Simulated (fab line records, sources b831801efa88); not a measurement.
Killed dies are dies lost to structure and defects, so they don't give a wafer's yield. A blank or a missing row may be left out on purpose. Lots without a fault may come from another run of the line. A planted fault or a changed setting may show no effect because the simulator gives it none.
A struck lot beside a sound one | flow sky130 | 16 steps out of a route of 708
Sound: wafers L252.3, L252.4, L252.5. Struck: wafers L260.1, L260.3, L260.6. The cause comes at the end.
At each step with rows: each side's tool, then ch and its chambers, then its first start. Under that, the readings that differ: sound wafers | struck wafers | difference of the means | sigmas: that difference in standard deviations of wafers without a fault.
alike: readings whose means differ by less than 2 such deviations, and words and numbers that are the same on both sides. not compared: withheld readings, readings that some wafer has no value for, bounds like >300 that may hide the same value, and numbers for which the record gives no deviation and whose values overlap.
The two part at a step that has a row with sigmas, a row that says differs or no value, or rows on one side only. Numbers that don't overlap but have no deviation are shown without sigmas and don't part them. A reading that every wafer of one side lacks parts them only if that side has two wafers or more.

SKY_NWELL_RS_MEAS_29: measures by four-point-probe.
  sound on film_metro-04, day 5 05:58; struck on film_metro-02, day 7 12:47
  alike: NWELL_RS
SKY_NWELL_RS_MEAS_31: measures by four-point-probe.
  sound on film_metro-04, day 5 06:13; struck on film_metro-02, day 7 13:01
  alike: PWDE_RS
then, 7 steps without rows for these wafers: SKY_VT_ADJUST_HVTP_DEHYDRATE_00 (time 60 s); SKY_VT_ADJUST_HVTP_HMDS_01 (prime time 60 s); SKY_VT_ADJUST_HVTP_COAT_02 (resist thk 1140 nm); SKY_VT_ADJUST_HVTP_SOFTBAKE_03 (time 60 s); SKY_VT_ADJUST_HVTP_EXPOSE_04 (exposes mask HVTPM, target cd 380 nm); SKY_VT_ADJUST_HVTP_PEB_05; SKY_VT_ADJUST_HVTP_DEVELOP_06 (develop time 60 s).
SKY_VT_ADJUST_HVTP_CD_MEAS_07: target cd 380 nm.
  sound on cd_sem-02, day 6 01:01; struck on cd_sem-01, day 8 08:26
  alike: cd_nm
SKY_VT_ADJUST_HVTP_OVL_MEAS_08:
  sound on overlay-02, day 6 01:07; struck on overlay-01, day 8 08:33
  alike: VT_ADJUST_HVTP_OVL
SKY_VT_ADJUST_HVTP_IMPLANT_09:
  sound on implanter-03 ch 0, day 6 01:11; struck on implanter-03 ch 0, day 8 08:37
  reading            | sound                         | struck                        | difference | sigmas
  dose_ions_cm2      | 4.301e+12 4.311e+12 4.307e+12 | 1.146e+12 1.142e+12 1.143e+12 | -3.163e+12 | -99 or more
  faraday_current_uA | 24.6 24.2 24.3                | 6.5 6.4 6.4                   | -17.9      | -37
SKY_VT_ADJUST_HVTP_STRIP_10: strips in O2/N2.
  sound on plasma_asher-02 ch 0,1, day 6 01:19; struck on plasma_asher-01 ch 0,1, day 8 08:46
  alike: drypump_motor_current_A, oes_product_au, strip_time_to_endpoint_s
  not compared: rf_hours_counter_h
SKY_VT_ADJUST_HVTP_TW_MEAS_11:
  sound on film_metro-01, day 6 01:25; struck on film_metro-01, day 8 08:52
  reading           | sound          | struck      | difference | sigmas
  VT_ADJUST_HVTP_TW | 1378 1369 1366 | 906 902 903 | -467       | -67
then, 1 step without rows for these wafers: SKY_VT_ADJUST_LVTN_DEHYDRATE_00 (time 60 s).
-- the record jumps here: 40 days lie between the struck wafers' starts before and after (it left off in module VT_ADJUST_LVTN and takes up again in module PAD_OPEN, whose first step shown is number 708 of the route) --
SKY_PAD_OPEN_PROBE_99:
  sound on prober-01, day 45 21:17; struck on prober-01, day 48 08:27
  alike: killed_at_M0_to_M3, killed_at_M4_up, killed_at_contacts, killed_at_front_end, killed_at_other, killed_dies, killed_open, killed_short

WHERE THEY PART
First at SKY_VT_ADJUST_HVTP_IMPLANT_09; last, within this record, at SKY_VT_ADJUST_HVTP_TW_MEAS_11. Later steps at which nothing parts them and some readings are alike: SKY_PAD_OPEN_PROBE_99.

WHY: what the simulator had put in
Process parameter drift: implanter-03, from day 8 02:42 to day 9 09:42, at SKY_VT_ADJUST_HVTP_IMPLANT_09. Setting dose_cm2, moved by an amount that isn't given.
